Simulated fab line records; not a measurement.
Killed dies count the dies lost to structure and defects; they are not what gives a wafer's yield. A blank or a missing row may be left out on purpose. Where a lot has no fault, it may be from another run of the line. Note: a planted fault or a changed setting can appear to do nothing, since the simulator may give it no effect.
fab line records + flow sky130
record
- lots=6
- wafers=17
- last-day=50
route steps=708 shown POLY_GATE@219 PAD_OPEN@708
lots untouched by any fault: they come from a run of this same line in which no faults occurred
start-h: start of the lot's first displayed wafer, in hours after the record's first day + wait-h: time in hours since the lot's previous step + " as in the row above + L1.1+2: one row covering several wafers at once + - either no value or no given start + * or withheld: withheld + < > ~ a bound
route shown NAME@n: names a module that has steps shown in the file, with the first one's number in the route + usual: mean and standard deviation over wafers with no fault + same: alike in all rows + chamber/n: place in a boat + sites: readings site by site + _std_site: standard deviation across them + _edge_site: mean of outer sites minus mean of inner sites + radius-mm: for every site, how far away it sits from the centre of the wafer + mask NAME#n: copy n + behind: tool/chamber where the wafer was last shaped + hold: what put the lot on hold/how long, in hours/how the hold closed + device: the transistor (n, p or np) that didn't switch + end of line: tests run on the same wafers once the route is complete + a step with no rows: only its recipe + killed: dies lost to structure and defects at the first sort, not the wafer's yield + map: dies across one wafer; x = killed, . = not, _ = none there
set.NAME: the setting the step ran with; set.NAME@STEP: the setting that earlier step ran with + model.NAME: the simulator's own value behind a step, which no gauge read
lots at selected steps of the route; one table per step, one row per wafer
services: the hour from which a tool's chamber was out of use, counted from the record's first day as start-h (under 0 if before that day), plus the number of hours and why
## steps
# step SKY_POLY_GATE_DEHYDRATE_05
# recipe
- temp-c=200
- time-s=60
# step SKY_POLY_GATE_HMDS_06
# recipe
- prime-time-s=60
- prime-temp-c=120
# step SKY_POLY_GATE_COAT_07
# recipe
- resist=BARC
- temp-c=withheld
- time-s=withheld
- spin-rpm=3000
- resist-thk-nm=110
# step SKY_POLY_GATE_COAT_08
# recipe
- resist=KrF-thick
- spin-rpm=3000
- resist-thk-nm=450
# step SKY_POLY_GATE_SOFTBAKE_09
# recipe
- temp-c=100
- time-s=90
- resist=KrF-thick
# step SKY_POLY_GATE_EXPOSE_10
# recipe
- mask-id=P1M
- na=0.68
- source-shape=conventional
- sigma-outer=0.6
- target-cd-nm=150
- dose-mj=28
# step SKY_POLY_GATE_PEB_11
# recipe
- peb-temp-c=withheld
- peb-time-s=withheld
- resist=KrF-thick
# step SKY_POLY_GATE_DEVELOP_12
# recipe
- develop-time-s=60
- resist=KrF-thick
- dev-temp-c=21
# step SKY_POLY_GATE_CD_MEAS_13
# recipe
- target-cd-nm=150
# usual
- cd-nm=150.3/1.2
| lot.wafer | tool      | chamber | start-h | wait-h | cd-nm |
|-----------|-----------|---------|---------|--------|-------|
| L959.2    | cd-sem-01 | -       | 447.74  | -      | 151.6 |
| L959.3    | "         | -       | "       | "      | 151.2 |
| L959.5    | "         | -       | "       | "      | 149.6 |
| L960.1    | cd-sem-02 | -       | 463.72  | -      | 150.2 |
| L960.2    | "         | -       | "       | "      | 149.8 |
| L960.3    | "         | -       | "       | "      | 150.8 |
| L963.4    | cd-sem-02 | -       | 493.93  | -      | 148.9 |
| L963.5    | "         | -       | "       | "      | 150.6 |
| L971.2    | cd-sem-01 | -       | 573.94  | -      | 147.7 |
| L971.4    | "         | -       | "       | "      | 147.5 |
| L971.5    | "         | -       | "       | "      | 149.6 |
| L973.2    | cd-sem-02 | -       | 574.03  | -      | 150.8 |
| L973.3    | "         | -       | "       | "      | 150.8 |
| L973.6    | "         | -       | "       | "      | 151.8 |
| L972.3    | cd-sem-01 | -       | 575.00  | -      | 152.3 |
| L972.5    | "         | -       | "       | "      | 151.7 |
| L972.6    | "         | -       | "       | "      | 150.7 |
# step SKY_POLY_GATE_OVL_MEAS_14
# usual
- POLY_GATE_OVL=-4/5.7
| lot.wafer | tool       | chamber | start-h | wait-h | POLY_GATE_OVL[nm] |
|-----------|------------|---------|---------|--------|-------------------|
| L959.2    | overlay-02 | -       | 447.84  | 0.1    | -4                |
| L959.3    | "          | -       | "       | "      | -2                |
| L959.5    | "          | -       | "       | "      | 1                 |
| L960.1    | overlay-01 | -       | 463.84  | 0.1    | -15               |
| L960.2    | "          | -       | "       | "      | -10               |
| L960.3    | "          | -       | "       | "      | -9                |
| L963.4    | overlay-02 | -       | 494.01  | 0.1    | -6                |
| L963.5    | "          | -       | "       | "      | -3                |
| L971.2    | overlay-01 | -       | 574.04  | 0.1    | 9                 |
| L971.4    | "          | -       | "       | "      | 12                |
| L971.5    | "          | -       | "       | "      | 1                 |
| L973.2    | overlay-02 | -       | 574.14  | 0.1    | 11                |
| L973.3    | "          | -       | "       | "      | 1                 |
| L973.6    | "          | -       | "       | "      | 6                 |
| L972.3    | overlay-02 | -       | 575.10  | 0.1    | -3                |
| L972.5    | "          | -       | "       | "      | -2                |
| L972.6    | "          | -       | "       | "      | -6                |
# step SKY_POLY_GATE_ETCH_15
# recipe
- chemistry=N2/H2
- target=BARC
- ion-energy-ev=200
- source-w=500
- bias-w=100
- pressure-mtorr=30
- n2-flow-sccm=100
- h2-flow-sccm=200
- stop-on=SiO2
- time-s=118.5
- target-depth-a=1100
# usual
- drypump-motor-current-A=5.7/0.44
- n2-flow-sccm=100.0/0.32
- oes-product-au=0.716/0.0052
- throttle-valve-pct=13.211/0.0085
| lot.wafer | tool        | chamber | start-h | wait-h | drypump-motor-current-A | n2-flow-sccm | oes-product-au | rf-hours-counter-h | throttle-valve-pct |
|-----------|-------------|---------|---------|--------|-------------------------|--------------|----------------|--------------------|--------------------|
| L959.2    | rie-diel-02 | 1       | 447.87  | 0.0    | 5.7                     | 100.3        | 0.719          | 88                 | 13.206             |
| L959.3    | "           | 0       | "       | "      | 6.1                     | 100.4        | 0.710          | 2                  | 13.214             |
| L959.5    | "           | 3       | "       | "      | 5.9                     | 99.4         | 0.719          | -                  | 13.213             |
| L960.1    | rie-diel-02 | 0       | 463.87  | 0.0    | 6.0                     | 100.5        | 0.708          | 3                  | 13.220             |
| L960.2    | "           | 2       | "       | "      | 5.2                     | 100.5        | 0.703          | 83                 | 13.198             |
| L960.3    | "           | 1       | "       | "      | 5.7                     | 99.6         | 0.715          | 89                 | 13.229             |
| L963.4    | rie-diel-02 | 1       | 494.07  | 0.1    | 5.7                     | 99.9         | 0.706          | -                  | 13.215             |
| L963.5    | "           | 0       | "       | "      | 6.0                     | 99.8         | 0.712          | -                  | 13.218             |
| L971.2    | rie-diel-01 | 1       | 574.07  | 0.0    | 5.9                     | 99.6         | 0.711          | 74                 | 13.212             |
| L971.4    | "           | 2       | "       | "      | 5.5                     | 99.8         | 0.715          | 9                  | 13.233             |
| L971.5    | "           | 3       | "       | "      | 6.5                     | 100.2        | 0.714          | -                  | 13.216             |
| L973.2    | rie-diel-03 | 0       | 574.17  | 0.0    | 5.0                     | 99.8         | 0.717          | 19                 | 13.214             |
| L973.3    | "           | 2       | "       | "      | 5.8                     | 100.6        | 0.719          | 7                  | 13.213             |
| L973.6    | "           | 0       | "       | "      | 5.0                     | 100.1        | 0.716          | -                  | 13.201             |
| L972.3    | rie-diel-02 | 3       | 575.12  | 0.0    | 5.9                     | 100.4        | 0.716          | 1                  | 13.213             |
| L972.5    | "           | 1       | "       | "      | 5.7                     | 99.9         | 0.724          | -                  | 13.203             |
| L972.6    | "           | 2       | "       | "      | 5.2                     | 99.9         | 0.722          | -                  | 13.222             |
# step SKY_POLY_GATE_ETCH_16
# recipe
- stop-on=poly-Si
- chemistry=CH3F/O2
- target=Si3N4
- source-w=400
- bias-w=80
- pressure-mtorr=25
- ch3f-flow-sccm=40
- O2_flow_sccm=30
- time-s=147.5
- target-depth-a=750
# usual
- drypump-motor-current-A=5.7/0.45
- oes-product-au=0.641/0.0052
- throttle-valve-pct=10.536/0.0091
| lot.wafer | tool        | chamber | start-h | wait-h | drypump-motor-current-A | oes-product-au | rf-hours-counter-h | throttle-valve-pct |
|-----------|-------------|---------|---------|--------|-------------------------|----------------|--------------------|--------------------|
| L959.2    | rie-diel-02 | 1       | 447.96  | 0.0    | 5.7                     | 0.642          | 88                 | 10.534             |
| L959.3    | "           | 0       | "       | "      | 6.0                     | 0.645          | 2                  | 10.542             |
| L959.5    | "           | 3       | "       | "      | 5.9                     | 0.640          | -                  | 10.536             |
| L960.1    | rie-diel-02 | 0       | 463.96  | 0.0    | 6.1                     | 0.636          | 3                  | 10.525             |
| L960.2    | "           | 2       | "       | "      | 5.2                     | 0.640          | 83                 | 10.530             |
| L960.3    | "           | 1       | "       | "      | 5.7                     | 0.641          | 89                 | 10.541             |
| L963.4    | rie-diel-02 | 1       | 494.16  | 0.0    | 5.7                     | 0.644          | -                  | 10.537             |
| L963.5    | "           | 0       | "       | "      | 6.0                     | 0.647          | -                  | 10.526             |
| L971.2    | rie-diel-01 | 1       | 574.16  | 0.0    | 6.0                     | 0.632          | 74                 | 10.540             |
| L971.4    | "           | 2       | "       | "      | 5.5                     | 0.630          | 9                  | 10.519             |
| L971.5    | "           | 3       | "       | "      | 6.5                     | 0.634          | -                  | 10.545             |
| L973.2    | rie-diel-03 | 0       | 574.25  | 0.0    | 5.0                     | 0.639          | 19                 | 10.542             |
| L973.3    | "           | 2       | "       | "      | 5.8                     | 0.648          | 7                  | 10.536             |
| L973.6    | "           | 0       | "       | "      | 5.0                     | 0.640          | -                  | 10.544             |
| L972.3    | rie-diel-02 | 3       | 575.20  | 0.0    | 5.9                     | 0.635          | 1                  | 10.532             |
| L972.5    | "           | 1       | "       | "      | 5.6                     | 0.641          | -                  | 10.518             |
| L972.6    | "           | 2       | "       | "      | 5.2                     | 0.641          | -                  | 10.526             |
# step SKY_POLY_GATE_ETCH_17
# recipe
- target-depth-nm=180
- stop-on=SiO2
- over-etch-frac=0.56667
- chemistry=HBr/Cl2
- target=poly-Si
- icp-w=400
- bias-w=100
- pressure-mtorr=10
- HBr_flow_sccm=150
- Cl2_flow_sccm=50
- time-s=70.5
# usual
- drypump-motor-current-A=6.1/0.44
- he-backside-leak-sccm=2.72/0.23
- oes-product-au=0.984/0.0086
- over-etch-frac=0.56667/0
- throttle-valve-pct=33.683/0.0086
| lot.wafer | tool      | chamber | start-h | wait-h | drypump-motor-current-A | he-backside-leak-sccm | oes-product-au | over-etch-frac | rf-hours-counter-h | throttle-valve-pct | model.KrF-thick_of_POLY_GATE_COAT_08.thk-nm | model.SiO2_of_SONOS_ONO_CVD_04.thk-nm |
|-----------|-----------|---------|---------|--------|-------------------------|-----------------------|----------------|----------------|--------------------|--------------------|---------------------------------------------|---------------------------------------|
| L959.2    | rie-si-02 | 2       | 448.06  | 0.0    | 6.8                     | 3.20                  | 0.990          | 0.56667        | 1                  | 33.687             | 138.4                                       | 4.196                                 |
| L959.3    | "         | 1       | "       | "      | 5.7                     | 2.84                  | 0.986          | 0.56667        | 21                 | 33.678             | 139.8                                       | 4.266                                 |
| L959.5    | "         | 2       | "       | "      | 6.8                     | 3.12                  | 0.993          | 0.56667        | -                  | 33.679             | 140.1                                       | 4.222                                 |
| L960.1    | rie-si-02 | 0       | 464.06  | 0.0    | 5.6                     | 2.34                  | 0.983          | 0.56667        | 27                 | 33.683             | 135.2                                       | 4.097                                 |
| L960.2    | "         | 3       | "       | "      | 6.0                     | 2.64                  | 0.973          | 0.56667        | 4                  | 33.685             | 142.4                                       | 4.291                                 |
| L960.3    | "         | 1       | "       | "      | 5.7                     | 3.03                  | 0.789          | 1.1778         | 21                 | 33.688             | 102.7                                       | 3.01                                  |
| L963.4    | rie-si-02 | 0       | 494.21  | 0.0    | 5.6                     | 2.40                  | 0.802          | 1.1778         | 28                 | 33.693             | 104.6                                       | 2.928                                 |
| L963.5    | "         | 3       | "       | "      | 6.0                     | 2.59                  | 0.980          | 0.56667        | -                  | 33.699             | 138.8                                       | 4.084                                 |
| L971.2    | rie-si-02 | 0       | 574.26  | 0.0    | 5.5                     | 2.39                  | 0.991          | 0.56667        | 28                 | 33.692             | 140.7                                       | 4.062                                 |
| L971.4    | "         | 3       | "       | "      | 6.0                     | 2.63                  | 1.000          | 0.56667        | 4                  | 33.676             | 136.3                                       | 4.087                                 |
| L971.5    | "         | 2       | "       | "      | 6.8                     | 2.81                  | 0.984          | 0.56667        | -                  | 33.694             | 133.9                                       | 4.059                                 |
| L973.2    | rie-si-01 | 1       | 574.35  | 0.0    | 6.5                     | 2.70                  | 0.974          | 0.56667        | 4                  | 33.672             | 145                                         | 4.201                                 |
| L973.3    | "         | 3       | "       | "      | 6.1                     | 2.69                  | 0.984          | 0.56667        | 3                  | 33.673             | 144.8                                       | 4.083                                 |
| L973.6    | "         | 3       | "       | "      | 6.2                     | 2.64                  | 0.987          | 0.56667        | -                  | 33.695             | 145.7                                       | 4.104                                 |
| L972.3    | rie-si-02 | 0       | 575.30  | 0.0    | 5.6                     | 2.47                  | 0.985          | 0.56667        | 28                 | 33.670             | 138                                         | 4.301                                 |
| L972.5    | "         | 3       | "       | "      | 6.0                     | 2.52                  | 0.988          | 0.56667        | -                  | 33.681             | 133.2                                       | 4.294                                 |
| L972.6    | "         | 2       | "       | "      | 6.8                     | 2.90                  | 0.976          | 0.56667        | -                  | 33.685             | 138.3                                       | 4.247                                 |
# step SKY_POLY_GATE_STRIP_18
# recipe
- chemistry=O2/N2
- power-w=1400
- pressure-mtorr=1500
- platen-temp-c=withheld
- o2-flow-sccm=3000
- n2-flow-sccm=300
- overash-fraction=0.5
# usual
- drypump-motor-current-A=5.4/0.35
- n2-flow-sccm=299.9/0.95
- o2-flow-sccm=3001/8.8
- oes-product-au=0.361/0.0051
- strip-time-to-endpoint-s=3.16/0.043
| lot.wafer | tool            | chamber | start-h | wait-h | drypump-motor-current-A | n2-flow-sccm | o2-flow-sccm | oes-product-au | rf-hours-counter-h | strip-time-to-endpoint-s |
|-----------|-----------------|---------|---------|--------|-------------------------|--------------|--------------|----------------|--------------------|--------------------------|
| L959.2    | plasma-asher-01 | 0       | 448.11  | 0.0    | 5.1                     | 299.3        | 2997         | 0.360          | 76                 | 3.15                     |
| L959.3    | "               | 0       | "       | "      | 5.1                     | 298.6        | 2995         | 0.359          | -                  | 3.18                     |
| L959.5    | "               | 1       | "       | "      | 5.4                     | 299.5        | 2991         | 0.358          | -                  | 3.16                     |
| L960.1    | plasma-asher-02 | 1       | 464.11  | 0.0    | 5.8                     | 300.0        | 2991         | 0.362          | 64                 | 3.10                     |
| L960.2    | "               | 0       | "       | "      | 5.7                     | 298.1        | 3007         | 0.365          | 64                 | 3.18                     |
| L960.3    | "               | 0       | "       | "      | 5.7                     | 299.8        | 3019         | 0.338          | -                  | 2.76                     |
| L963.4    | plasma-asher-03 | 0       | 494.29  | 0.1    | 5.3                     | 300.0        | 3002         | 0.344          | -                  | 2.79                     |
| L963.5    | "               | 0       | "       | "      | 5.3                     | 301.4        | 2998         | 0.354          | -                  | 3.15                     |
| L971.2    | plasma-asher-03 | 1       | 574.31  | 0.0    | 4.9                     | 300.0        | 3010         | 0.367          | 45                 | 3.18                     |
| L971.4    | "               | 1       | "       | "      | 4.9                     | 299.8        | 3013         | 0.357          | -                  | 3.13                     |
| L971.5    | "               | 0       | "       | "      | 5.3                     | 299.2        | 3005         | 0.358          | -                  | 3.09                     |
| L973.2    | plasma-asher-02 | 1       | 574.41  | 0.0    | 5.8                     | 299.9        | 3000         | 0.362          | 75                 | 3.24                     |
| L973.3    | "               | 0       | "       | "      | 5.7                     | 300.1        | 3005         | 0.371          | -                  | 3.21                     |
| L973.6    | "               | 1       | "       | "      | 5.8                     | 300.6        | 2989         | 0.365          | -                  | 3.22                     |
| L972.3    | plasma-asher-02 | 1       | 575.39  | 0.1    | 5.8                     | 298.6        | 2998         | 0.366          | -                  | 3.14                     |
| L972.5    | "               | 0       | "       | "      | 5.7                     | 301.6        | 2998         | 0.361          | -                  | 3.08                     |
| L972.6    | "               | 1       | "       | "      | 5.8                     | 299.9        | 2994         | 0.360          | -                  | 3.12                     |
# step SKY_POLY_GATE_CLEAN_19
# recipe
- chemistry=SC1/SC2
- mix=1:4:20
- temp-c=70
- time-s=150
- dry=n2-spin
# step SKY_PAD_OPEN_PROBE_99
# usual
- killed_at_M0_to_M3=44/6.5
- killed_at_M4_up=3.3/1.7
- killed-at-contacts=25/5.3
- killed-at-front-end=15/5
- killed-at-other=0.2/0.47
- killed-dies=87/9.9
- killed-open=47/8
- killed-short=39/6.1
# same
- gross-dies=492
- killed-at-back-side=0
| lot.wafer | tool      | chamber | start-h | wait-h | killed_at_M0_to_M3 | killed_at_M4_up | killed-at-contacts | killed-at-front-end | killed-at-other | killed-dies | killed-open | killed-short | model.etest.tip-sonos.rs-ohm-sq | model.etest.tip-n.rs-ohm-sq | model.etest.res-pdiff-hv.rs-ohm-sq |
|-----------|-----------|---------|---------|--------|--------------------|-----------------|--------------------|---------------------|-----------------|-------------|-------------|--------------|---------------------------------|-----------------------------|------------------------------------|
| L959.2    | prober-02 | -       | 1128.45 | 0.1    | 37                 | 5               | 25                 | 17                  | 1               | 85          | 37          | 48           | 2653                            | 440.4                       | 194.8                              |
| L959.3    | prober-02 | -       | 1128.50 | 0.2    | 43                 | 3               | 22                 | 13                  | 0               | 81          | 43          | 38           | 2693                            | 441.9                       | 196.3                              |
| L959.5    | prober-02 | -       | 1128.60 | 0.2    | 49                 | 3               | 21                 | 24                  | 0               | 97          | 53          | 44           | 2643                            | 441.4                       | 195.8                              |
| L960.1    | prober-01 | -       | 1135.24 | 0.1    | 50                 | 3               | 38                 | 9                   | 0               | 100         | 57          | 43           | 2647                            | 441.2                       | 198.2                              |
| L960.2    | prober-01 | -       | 1135.29 | 0.1    | 47                 | 2               | 20                 | 17                  | 0               | 86          | 46          | 40           | 2696                            | 436                         | 198                                |
| L960.3    | prober-01 | -       | 1135.34 | 0.2    | 64                 | 5               | 20                 | 8                   | 0               | 97          | 44          | 53           | 2421                            | 431.8                       | 193.4                              |
| L963.4    | prober-02 | -       | 1154.38 | 0.2    | 49                 | 4               | 24                 | 20                  | 0               | 97          | 54          | 43           | 2313                            | 432.8                       | 188.8                              |
| L963.5    | prober-02 | -       | 1154.43 | 0.2    | 48                 | 2               | 29                 | 6                   | 0               | 85          | 45          | 40           | 2617                            | 436.8                       | 192.4                              |
| L973.2    | prober-02 | -       | 1200.44 | 0.1    | 40                 | 4               | 25                 | 11                  | 0               | 80          | 43          | 37           | 2526                            | 437.2                       | 187.7                              |
| L973.3    | prober-02 | -       | 1200.49 | 0.2    | 49                 | 4               | 28                 | 25                  | 0               | 106         | 54          | 52           | 2607                            | 443.4                       | 188.5                              |
| L973.6    | prober-02 | -       | 1200.64 | 0.2    | 43                 | 4               | 19                 | 7                   | 0               | 73          | 44          | 29           | 2532                            | 438.7                       | 187.8                              |
| L971.2    | prober-01 | -       | 1202.18 | 0.1    | 33                 | 5               | 22                 | 17                  | 0               | 77          | 40          | 37           | 2669                            | 441.6                       | 191.2                              |
| L971.4    | prober-01 | -       | 1202.28 | 0.2    | 38                 | 0               | 23                 | 12                  | 0               | 73          | 35          | 38           | 2643                            | 439.7                       | 190.1                              |
| L971.5    | prober-01 | -       | 1202.33 | 0.2    | 48                 | 1               | 23                 | 18                  | 0               | 90          | 52          | 38           | 2609                            | 439.4                       | 189.8                              |
| L972.3    | prober-02 | -       | 1203.73 | 0.2    | 39                 | 1               | 24                 | 18                  | 0               | 82          | 46          | 36           | 2632                            | 445.6                       | 191.1                              |
| L972.5    | prober-02 | -       | 1203.83 | 0.2    | 31                 | 6               | 36                 | 12                  | 0               | 85          | 55          | 30           | 2641                            | 446                         | 192.1                              |
| L972.6    | prober-02 | -       | 1203.88 | 0.2    | 32                 | 2               | 25                 | 7                   | 0               | 66          | 36          | 30           | 2705                            | 445.4                       | 192.3                              |
# killed by level:class
L959.2 VIA1:geometric-particle:open=9 LI_CONTACT:geometric-particle:open=8 VIA3:geometric-particle:open=7 CONTACT:geometric-particle:short=6 METAL2:geometric-particle:short=6 POLY_GATE:geometric-particle:short=4 LI_CONTACT:geometric-particle:short=4 CONTACT:geometric-particle:open=4
L959.3 VIA1:geometric-particle:open=8 CONTACT:geometric-particle:open=7 VIA2:geometric-particle:open=7 FIELD_ISO:geometric-particle:short=6 CONTACT:geometric-particle:short=6 METAL3:geometric-particle:short=6 LI_CONTACT:geometric-particle:open=5 VIA3:geometric-particle:open=5
L959.5 CONTACT:geometric-particle:open=9 VIA3:geometric-particle:open=8 VIA1:geometric-particle:open=8 VIA2:geometric-particle:open=8 FIELD_ISO:geometric-particle:short=7 METAL2:geometric-particle:short=6 VIA1:geometric-particle:short=5 POLY_CUT:geometric-particle:open=4
L960.1 LI_CONTACT:geometric-particle:open=18 CONTACT:geometric-particle:open=10 VIA1:geometric-particle:open=8 METAL2:geometric-particle:short=7 VIA2:geometric-particle:open=7 VIA3:geometric-particle:open=7 METAL1:geometric-particle:short=6 VIA2:geometric-particle:short=5
L960.2 VIA1:geometric-particle:open=10 VIA2:geometric-particle:open=8 POLY_GATE:geometric-particle:open=6 METAL1:geometric-particle:short=6 LI_CONTACT:geometric-particle:open=6 VIA2:geometric-particle:short=6 POLY_GATE:geometric-particle:short=5 VIA1:geometric-particle:short=5
L960.3 METAL2:geometric-particle:short=14 METAL1:geometric-particle:short=8 VIA1:geometric-particle:open=8 VIA3:geometric-particle:open=8 VIA2:geometric-particle:open=8 LI_CONTACT:geometric-particle:open=7 LI_CONTACT:geometric-particle:short=7 VIA1:geometric-particle:short=5
L963.4 VIA1:geometric-particle:open=10 CONTACT:geometric-particle:open=9 VIA3:geometric-particle:open=9 VIA1:geometric-particle:short=8 METAL2:geometric-particle:short=6 FIELD_ISO:geometric-particle:open=5 LOCAL_INTERCONNECT:geometric-particle:short=5 FIELD_ISO:geometric-particle:short=4
L963.5 VIA1:geometric-particle:open=16 LI_CONTACT:geometric-particle:open=8 CONTACT:geometric-particle:open=7 METAL2:geometric-particle:short=6 VIA2:geometric-particle:open=6 LOCAL_INTERCONNECT:geometric-particle:short=5 CONTACT:geometric-particle:short=5 LI_CONTACT:geometric-particle:short=4
L973.2 VIA1:geometric-particle:open=10 CONTACT:geometric-particle:open=8 LI_CONTACT:geometric-particle:open=6 LOCAL_INTERCONNECT:geometric-particle:short=5 METAL1:geometric-particle:short=4 VIA1:geometric-particle:short=4 VIA2:geometric-particle:open=4 VIA3:geometric-particle:open=4
L973.3 CONTACT:geometric-particle:open=12 VIA1:geometric-particle:open=11 FIELD_ISO:geometric-particle:open=7 POLY_GATE:geometric-particle:short=7 VIA2:geometric-particle:short=6 FIELD_ISO:geometric-particle:short=5 POLY_GATE:geometric-particle:open=5 LOCAL_INTERCONNECT:geometric-particle:short=5
L973.6 VIA1:geometric-particle:open=14 CONTACT:geometric-particle:open=8 CONTACT:geometric-particle:short=5 VIA2:geometric-particle:open=5 VIA1:geometric-particle:short=4 METAL2:geometric-particle:short=4 FIELD_ISO:geometric-particle:open=3 METAL1:geometric-particle:short=3
L971.2 LI_CONTACT:geometric-particle:open=9 VIA2:geometric-particle:open=8 FIELD_ISO:geometric-particle:open=5 VIA3:geometric-particle:open=5 METAL2:geometric-particle:short=5 CONTACT:geometric-particle:open=5 VIA1:geometric-particle:short=5 METAL4:geometric-particle:short=5
L971.4 CONTACT:geometric-particle:open=11 VIA1:geometric-particle:open=7 VIA2:geometric-particle:open=5 METAL3:geometric-particle:short=5 CONTACT:geometric-particle:short=5 VIA1:geometric-particle:short=5 METAL2:geometric-particle:short=5 FIELD_ISO:geometric-particle:short=4
L971.5 VIA1:geometric-particle:open=12 FIELD_ISO:geometric-particle:open=9 VIA2:geometric-particle:short=9 LI_CONTACT:geometric-particle:open=7 VIA2:geometric-particle:open=7 CONTACT:geometric-particle:open=6 VIA3:geometric-particle:open=6 CONTACT:geometric-particle:short=5
L972.3 CONTACT:geometric-particle:open=13 VIA2:geometric-particle:open=8 FIELD_ISO:geometric-particle:short=7 VIA3:geometric-particle:open=7 METAL1:geometric-particle:short=6 METAL2:geometric-particle:short=6 VIA1:geometric-particle:open=5 LI_CONTACT:geometric-particle:open=4
L972.5 CONTACT:geometric-particle:open=20 VIA3:geometric-particle:open=9 LI_CONTACT:geometric-particle:open=8 VIA2:geometric-particle:open=6 FIELD_ISO:geometric-particle:short=5 CONTACT:geometric-particle:short=5 VIA1:geometric-particle:open=5 METAL4:geometric-particle:short=5
L972.6 CONTACT:geometric-particle:open=9 VIA3:geometric-particle:open=7 LI_CONTACT:geometric-particle:open=6 METAL3:geometric-particle:short=6 LOCAL_INTERCONNECT:geometric-particle:short=5 VIA1:geometric-particle:open=5 VIA2:geometric-particle:short=4 VIA2:geometric-particle:open=4
## services
| tool            | chamber | start-h | hours | kind           |
|-----------------|---------|---------|-------|----------------|
| rie-diel-03     | 0       | 427.71  | 3.1   | repair         |
| rie-diel-03     | 3       | 437.37  | -     | clean          |
| rie-diel-02     | 3       | 460.67  | 15.2  | repair         |
| rie-diel-02     | 0       | 465.59  | 2.8   | repair         |
| rie-diel-02     | 3       | 477.38  | -     | clean          |
| rie-diel-02     | 3       | 477.38  | 27.8  | scheduled-down |
| rie-diel-02     | 3       | 477.38  | 27.8  | vent-cycle     |
| rie-diel-01     | 2       | 482.58  | 5.2   | repair         |
| rie-diel-03     | -       | 483.74  | 14.6  | pm             |
| rie-diel-02     | 2       | 507.70  | 9.4   | repair         |
| plasma-asher-03 | -       | 512.74  | 3.2   | repair         |
| rie-diel-02     | 1       | 517.21  | -     | clean          |
| rie-diel-02     | 1       | 517.21  | 14.4  | scheduled-down |
| rie-diel-02     | 1       | 517.21  | 14.4  | vent-cycle     |
| rie-diel-01     | 3       | 528.62  | 2.4   | repair         |
| rie-diel-02     | -       | 533.50  | 2.8   | pm             |
| rie-diel-02     | 3       | 540.88  | 8.3   | repair         |
| rie-diel-02     | 2       | 549.14  | -     | clean          |
| rie-diel-02     | 2       | 549.14  | 12.9  | scheduled-down |
| rie-diel-02     | 2       | 549.14  | 12.9  | vent-cycle     |
| plasma-asher-01 | -       | 559.89  | 14.6  | pm             |
| rie-diel-02     | 0       | 561.11  | 3.3   | repair         |
| rie-diel-01     | -       | 571.97  | 0.3   | repair         |
| rie-diel-01     | -       | 574.66  | 4.3   | pm             |
## key
first-sign
- step=SKY_POLY_GATE_ETCH_17
- reading=over-etch-frac
- direction=up
- sigmas=99+
- usual=0.56667
- struck=1.1778
effect
- step=SKY_POLY_GATE_ETCH_17
- reading=oes-product-au
- direction=down
- sigmas=22
- usual=0.984
- struck=0.795
effect
- step=SKY_POLY_GATE_STRIP_18
- reading=strip-time-to-endpoint-s
- direction=down
- sigmas=9
- usual=*
- struck=*
model-effect
- step=SKY_POLY_GATE_ETCH_17
- value=KrF-thick_of_POLY_GATE_COAT_08.thk-nm
- without=139.8
- struck=103.6
model-effect
- step=SKY_PAD_OPEN_PROBE_99
- value=etest.tip-sonos.rs-ohm-sq
- without=2635
- struck=2367
met-at SKY_POLY_GATE_ETCH_17
struck-wafers L960.3,L963.4
tester-left-out L960,L963
onset-between 448.06 464.06
fault
- kind=process-parameter-drift
- tool=rie-si-02
- chamber=-
- onset-h=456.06
- steps=SKY_POLY_GATE_ETCH_17
- channel=over-etch-frac
- offset=0.61117
- shape=step
- end-h=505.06
- scope=struck-wafers-only
- stated=0.56667
# tester-left-out: of these lots the tester's yield and bins aren't shown, on N5 and GAA mostly nor the transistor test; their killed dies are dies lost to structure and defects alone, not to doping, threshold or leakage, so they don't give the yield
